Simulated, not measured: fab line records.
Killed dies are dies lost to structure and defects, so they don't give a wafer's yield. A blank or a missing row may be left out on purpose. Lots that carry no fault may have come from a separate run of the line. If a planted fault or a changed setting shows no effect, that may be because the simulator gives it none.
Commonality check across tools | flow gf180mcu | 36 wafers sampled across 12 lots

REASON FOR OPENING
Flagged at GF_STI_CD_MEAS_12: reading cdNm, on 1 of 12 lots. Fault-free wafers read 219.9 nm, with a standard deviation of 1.3.
Rule: a lot gets a flag if all its wafers with a number sit over 4 standard deviations from that mean, or if no wafer of it has a number. All remaining lots are regarded as sound.

lot  | measured    | on       | cdNm (nm), wafer by wafer | flag
L836 | day 2 01:19 | cdSem-01 | 222.5 222.0 221.9         | 
L837 | day 2 06:29 | cdSem-01 | 219.4 218.6 218.9         | 
L838 | day 2 11:58 | cdSem-02 | 219.5 219.3 219.5         | 
L840 | day 2 23:29 | cdSem-02 | 220.3 220.2 220.1         | 
L841 | day 3 03:00 | cdSem-02 | 220.7 218.9 219.1         | 
L842 | day 3 07:51 | cdSem-01 | 219.0 219.8 218.5         | 
L844 | day 3 20:17 | cdSem-02 | 219.1 218.8 217.8         | 
L845 | day 4 00:38 | cdSem-01 | 220.0 219.9 220.1         | 
L851 | day 5 06:09 | cdSem-01 | 208.6 214.3 214.5         | FLAGGED
L855 | day 6 02:28 | cdSem-01 | 219.3 219.3 220.0         | 
L856 | day 6 08:58 | cdSem-02 | 218.6 218.3 217.3         | 
L857 | day 6 14:26 | cdSem-02 | 220.2 219.0 219.4         | 
The numbers of the flagged lots are 212.5 nm on average: -7.4 nm against the usual, or -6 standard deviations.

EACH LOT AND THE TOOL IT RAN ON
The record keeps 1 process step preceding the reading, out of 602 steps on the route. Cell contents, in order: the tool; ch with the chambers the sampled wafers went through; the start.
lot  | flag    | GF_STI_EXPOSE_09
L836 |         | krfScanner-01 ch 0, day 1 19:35
L837 |         | krfScanner-02 ch 0, day 2 00:40
L838 |         | krfScanner-01 ch 0, day 2 05:59
L840 |         | krfScanner-01 ch 0, day 2 17:34
L841 |         | krfScanner-02 ch 0, day 2 20:44
L842 |         | krfScanner-02 ch 0, day 3 01:42
L844 |         | krfScanner-01 ch 0, day 3 13:47
L845 |         | krfScanner-01 ch 0, day 3 18:23
L851 | FLAGGED | krfScanner-02 ch 0, day 4 23:52
L855 |         | krfScanner-01 ch 0, day 5 19:58
L856 |         | krfScanner-01 ch 0, day 6 01:25
L857 |         | krfScanner-01 ch 0, day 6 06:53
What is done by these steps:
- GF_STI_EXPOSE_09: exposes mask COMP, target cd 220 nm.
- GF_STI_CD_MEAS_12: target cd 220 nm.

FLAGGED OVER TOTAL, TOOL BY TOOL (the gauges that took the reading come last)
step              | tool          | lots run | flagged | share of the flagged lots | sound lots run after its first flagged lot
GF_STI_EXPOSE_09  | krfScanner-01 | 8        | 0       | none                      | -
GF_STI_EXPOSE_09  | krfScanner-02 | 4        | 1       | all                       | 0
GF_STI_CD_MEAS_12 | cdSem-01      | 6        | 1       | all                       | 1 (L855)
GF_STI_CD_MEAS_12 | cdSem-02      | 6        | 0       | none                      | -

THE TABLE: WHAT IT ALLOWS
2 rows of the table ran every flagged lot: krfScanner-02 at GF_STI_EXPOSE_09, cdSem-01 at GF_STI_CD_MEAS_12.
- krfScanner-02 at GF_STI_EXPOSE_09: 1 of its 4 lots flagged. Last sound lot L842 at day 3 01:42, first flagged lot L851 at day 4 23:52; a fault beginning in between fits. Its own readings (exposureDoseMJCm2) fall more than 4 standard deviations out on all wafers of the flagged lots.
- cdSem-01 at GF_STI_CD_MEAS_12: 1 of its 6 lots flagged. Sound lots followed the first flagged one (L855) on it, something a lasting fault affecting the whole tool could not allow.
Left over: one tool, krfScanner-02 at GF_STI_EXPOSE_09.

WHAT HAD BEEN PUT IN BY THE SIMULATOR
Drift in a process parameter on krfScanner-02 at GF_STI_EXPOSE_09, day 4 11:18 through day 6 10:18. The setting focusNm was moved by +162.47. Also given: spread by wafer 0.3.
Shown lots that were struck: L851. The rule above reached the same finding.
